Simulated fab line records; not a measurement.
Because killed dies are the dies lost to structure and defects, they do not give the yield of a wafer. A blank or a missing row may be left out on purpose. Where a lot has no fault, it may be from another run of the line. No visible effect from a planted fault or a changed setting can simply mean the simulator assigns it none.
Which tool was responsible? + flow gf180mcu + Sampling: 6 lots, 18 wafers, 3 of 602 route steps

WHAT THE GAUGES READ, wafer by wafer
GF_DUAL_GATE_THK_MEAS_03.
| lot  | measured     | on            | DUAL_GATE_OXIDATION_00_THK (nm) |
|------|--------------|---------------|---------------------------------|
| L859 | day 7 21:45  | film-metro-04 | 10.73 10.81 10.70               |
| L861 | day 8 12:44  | film-metro-04 | 10.82 11.04 11.02               |
| L863 | day 9 01:56  | film-metro-04 | 11.09 11.10 11.18               |
| L870 | day 11 04:40 | film-metro-04 | 10.72 10.88 10.58               |
| L873 | day 11 23:16 | film-metro-03 | 10.87 10.87 10.88               |
| L878 | day 13 07:05 | film-metro-03 | 10.84 10.77 10.95               |

WHAT TOOL EACH LOT RAN ON (gives the tool, then ch and the chambers of the sampled wafers, and finally the start)
| lot  | GF_STI_COAT_07                   | GF_STI_STRIP_15                     |
|------|----------------------------------|-------------------------------------|
| L859 | litho-track-03 ch 0, day 2 00:04 | plasma-asher-02 ch 0,1, day 2 06:47 |
| L861 | litho-track-04 ch 0, day 2 11:13 | plasma-asher-04 ch 0,1, day 2 17:43 |
| L863 | litho-track-04 ch 0, day 2 20:22 | plasma-asher-04 ch 0, day 3 02:44   |
| L870 | litho-track-04 ch 0, day 4 09:02 | plasma-asher-03 ch 0,1, day 4 16:03 |
| L873 | litho-track-04 ch 0, day 5 01:16 | plasma-asher-04 ch 0,1, day 5 08:18 |
| L878 | litho-track-04 ch 0, day 6 01:34 | plasma-asher-02 ch 0,1, day 6 09:40 |
- GF_STI_COAT_07: resist thk 700 nm.
- GF_STI_STRIP_15: strips in O2/N2.

THE ANSWER, worked out from the rows above alone
Rule: the usual values come from the lots themselves. Put in order of their means at a reading, lots are off if they are a third of the lots or fewer, leave a main group of 4 or more, and stand apart from it by a gap of 3 or more times the standard deviation of the main group's means; of several such gaps the widest counts. If all means in a main group match to the digits the tables above print for the reading, that group is not used. A lot without any number at a reading at which 4 lots or more have one is off too. Any other lot the step has rows for is counted as sound.
Nothing can be told from this: no lot is off at any reading shown.

WHAT HAD BEEN PUT IN BY THE SIMULATOR
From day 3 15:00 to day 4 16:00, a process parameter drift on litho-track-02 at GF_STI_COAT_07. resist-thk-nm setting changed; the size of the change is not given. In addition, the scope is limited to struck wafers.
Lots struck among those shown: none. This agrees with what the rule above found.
